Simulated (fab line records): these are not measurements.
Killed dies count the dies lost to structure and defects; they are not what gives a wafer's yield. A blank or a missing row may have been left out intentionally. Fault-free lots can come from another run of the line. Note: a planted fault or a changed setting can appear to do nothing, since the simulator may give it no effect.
Which tool did it? | flow sky130 | 13 lots, 39 wafers sampled, at 4 steps of a route of 708

== WHAT THE GAUGES READ, wafer by wafer ==
SKY_VIA3_BOW_MEAS_03. Usual: VIA3_BOW 78 um, standard deviation 8.4.
lot  | measured     | on           | VIA3_BOW (um) | flag
L680 | day 38 23:14 | filmMetro-01 | 75 77 74      | 
L681 | day 39 16:30 | filmMetro-01 | 73 88 69      | 
L683 | day 40 00:45 | filmMetro-01 | 79 78 76      | 
L684 | day 40 05:13 | filmMetro-02 | 83 77 77      | 
L685 | day 40 14:57 | filmMetro-02 | 84 88 73      | 
L687 | day 40 23:14 | filmMetro-01 | 64 74 65      | 
L688 | day 41 08:44 | filmMetro-01 | 77 71 82      | 
L692 | day 42 13:44 | filmMetro-02 | 86 89 92      | 
L695 | day 43 19:14 | filmMetro-02 | 82 87 91      | 
L696 | day 44 11:03 | filmMetro-04 | 95 88 76      | 
L697 | day 44 11:47 | filmMetro-04 | 59 69 55      | 
L700 | day 44 19:14 | filmMetro-04 | 84 79 83      | 
L702 | day 45 09:52 | filmMetro-02 | 74 82 88      | 

SKY_VIA3_OVL_MEAS_13. Usual: VIA3_OVL -2 nm, standard deviation 5.9.
lot  | measured     | on         | VIA3_OVL (nm) | flag
L680 | day 39 23:49 | overlay-02 | -2 -8 -3      | 
L681 | day 40 16:17 | overlay-01 | -10 -7 -15    | 
L683 | day 41 00:49 | overlay-02 | -2 -10 -12    | 
L684 | day 41 05:29 | overlay-01 | -5 -5 0       | 
L685 | day 41 15:20 | overlay-02 | 2 1 -1        | 
L687 | day 41 23:07 | overlay-01 | -4 -2 0       | 
L688 | day 42 08:28 | overlay-01 | 4 6 0         | 
L692 | day 43 13:08 | overlay-01 | 6 0 -2        | 
L695 | day 44 17:35 | overlay-01 | -2 -5 3       | 
L696 | day 45 09:25 | overlay-01 | -5 2 -3       | 
L697 | day 45 09:50 | overlay-01 | -1 2 -9       | 
L700 | day 45 17:17 | overlay-02 | -10 -10 -9    | 
L702 | day 46 06:25 | overlay-02 | 7 5 0         | 

== WHAT TOOL EACH LOT RAN ON (gives the tool, then ch and the chambers of the sampled wafers, and finally the start) ==
lot  | SKY_POLY_CUT_STRIP_12               | SKY_METAL3_ETCH_17
L680 | plasmaAsher-01 ch 0,1, day 24 09:53 | rieDiel-01 ch 1,2,3, day 38 21:52
L681 | plasmaAsher-03 ch 0,1, day 25 09:53 | rieDiel-02 ch 0,3, day 39 15:07
L683 | plasmaAsher-03 ch 0,1, day 25 16:56 | rieDiel-01 ch 2,3, day 39 23:18
L684 | plasmaAsher-03 ch 0,1, day 25 23:34 | rieDiel-02 ch 0,1,2, day 40 03:47
L685 | plasmaAsher-03 ch 0,1, day 26 12:34 | rieDiel-04 ch 1,2, day 40 13:28
L687 | plasmaAsher-01 ch 0,1, day 26 23:32 | rieDiel-01 ch 1,2,3, day 40 21:50
L688 | plasmaAsher-01 ch 0,1, day 27 09:09 | rieDiel-04 ch 1,2, day 41 07:23
L692 | plasmaAsher-01 ch 1, day 28 19:35   | rieDiel-02 ch 0,2,3, day 42 12:10
L695 | plasmaAsher-01 ch 0,1, day 30 06:02 | rieDiel-01 ch 0,2, day 43 17:21
L696 | plasmaAsher-01 ch 0,1, day 31 02:13 | rieDiel-02 ch 0,2,3, day 44 09:35
L697 | plasmaAsher-03 ch 0,1, day 31 04:02 | rieDiel-01 ch 0,1,2, day 44 10:25
L700 | plasmaAsher-03 ch 0,1, day 31 15:43 | rieDiel-02 ch 2,3, day 44 17:24
L702 | plasmaAsher-03 ch 0,1, day 32 03:38 | rieDiel-01 ch 0,2,3, day 45 07:42
- SKY_POLY_CUT_STRIP_12: strips in O2/N2.
- SKY_METAL3_ETCH_17: etches SiO2 in C4F8/O2/Ar, stops on TiN, time 3.9 s, target depth 15 nm.

== WHAT THE TOOLS THEMSELVES READ (means of the sampled wafers that have a number; where no wafer has one, the mark that the record gives instead) ==
SKY_POLY_CUT_STRIP_12. Usual: drypumpMotorCurrentA 5.4 A, standard deviation 0.41; oesProductAu 0.453 a.u., standard deviation 0.0043; stripTimeToEndpointS 5.366 s, standard deviation 0.016.
lot  | tool           | drypumpMotorCurrentA (A) | oesProductAu (a.u.) | stripTimeToEndpointS (s) | flag
L680 | plasmaAsher-01 | 5.9                      | 0.452               | 5.352                    | 
L681 | plasmaAsher-03 | 5.3                      | 0.452               | 5.385                    | 
L683 | plasmaAsher-03 | 5.5                      | 0.450               | 5.363                    | 
L684 | plasmaAsher-03 | 5.3                      | 0.453               | 5.374                    | 
L685 | plasmaAsher-03 | 5.5                      | 0.450               | 5.363                    | 
L687 | plasmaAsher-01 | 5.9                      | 0.456               | 5.353                    | 
L688 | plasmaAsher-01 | 5.6                      | 0.452               | 5.354                    | 
L692 | plasmaAsher-01 | 5.4                      | 0.455               | 5.372                    | 
L695 | plasmaAsher-01 | 5.6                      | 0.450               | 5.374                    | 
L696 | plasmaAsher-01 | 5.6                      | 0.454               | 5.384                    | 
L697 | plasmaAsher-03 | 5.5                      | 0.450               | 5.370                    | 
L700 | plasmaAsher-03 | 5.5                      | 0.453               | 5.366                    | 
L702 | plasmaAsher-03 | 5.3                      | 0.455               | 5.355                    | 

SKY_METAL3_ETCH_17. Usual: oesProductAu 0.755 a.u., standard deviation 0.007.
lot  | tool       | oesProductAu (a.u.) | flag
L680 | rieDiel-01 | 0.754               | 
L681 | rieDiel-02 | 0.757               | 
L683 | rieDiel-01 | 0.746               | 
L684 | rieDiel-02 | 0.755               | 
L685 | rieDiel-04 | 0.752               | 
L687 | rieDiel-01 | 0.749               | 
L688 | rieDiel-04 | 0.747               | 
L692 | rieDiel-02 | 0.757               | 
L695 | rieDiel-01 | 0.758               | 
L696 | rieDiel-02 | 0.759               | 
L697 | rieDiel-01 | 0.757               | 
L700 | rieDiel-02 | 0.759               | 
L702 | rieDiel-01 | 0.752               | 

== THE ANSWER, worked out from the rows above alone ==
Rule: a lot is off if the mean of its wafers that have a number lies more than 3 standard deviations from the usual mean. A lot without any number at a reading at which 4 lots or more have one is off too. The other lots that the step has rows for count as sound. Order of review: gauges by route order, followed by the tools' own readings, for which a lot's mean as printed above is used. The first step at which some lot is off is used, and at that step the reading that is off furthest; a lot without a number counts as furthest.
No lot is off on any of the readings shown, so nothing can be concluded from this.

== WHAT HAD BEEN PUT IN BY THE SIMULATOR ==
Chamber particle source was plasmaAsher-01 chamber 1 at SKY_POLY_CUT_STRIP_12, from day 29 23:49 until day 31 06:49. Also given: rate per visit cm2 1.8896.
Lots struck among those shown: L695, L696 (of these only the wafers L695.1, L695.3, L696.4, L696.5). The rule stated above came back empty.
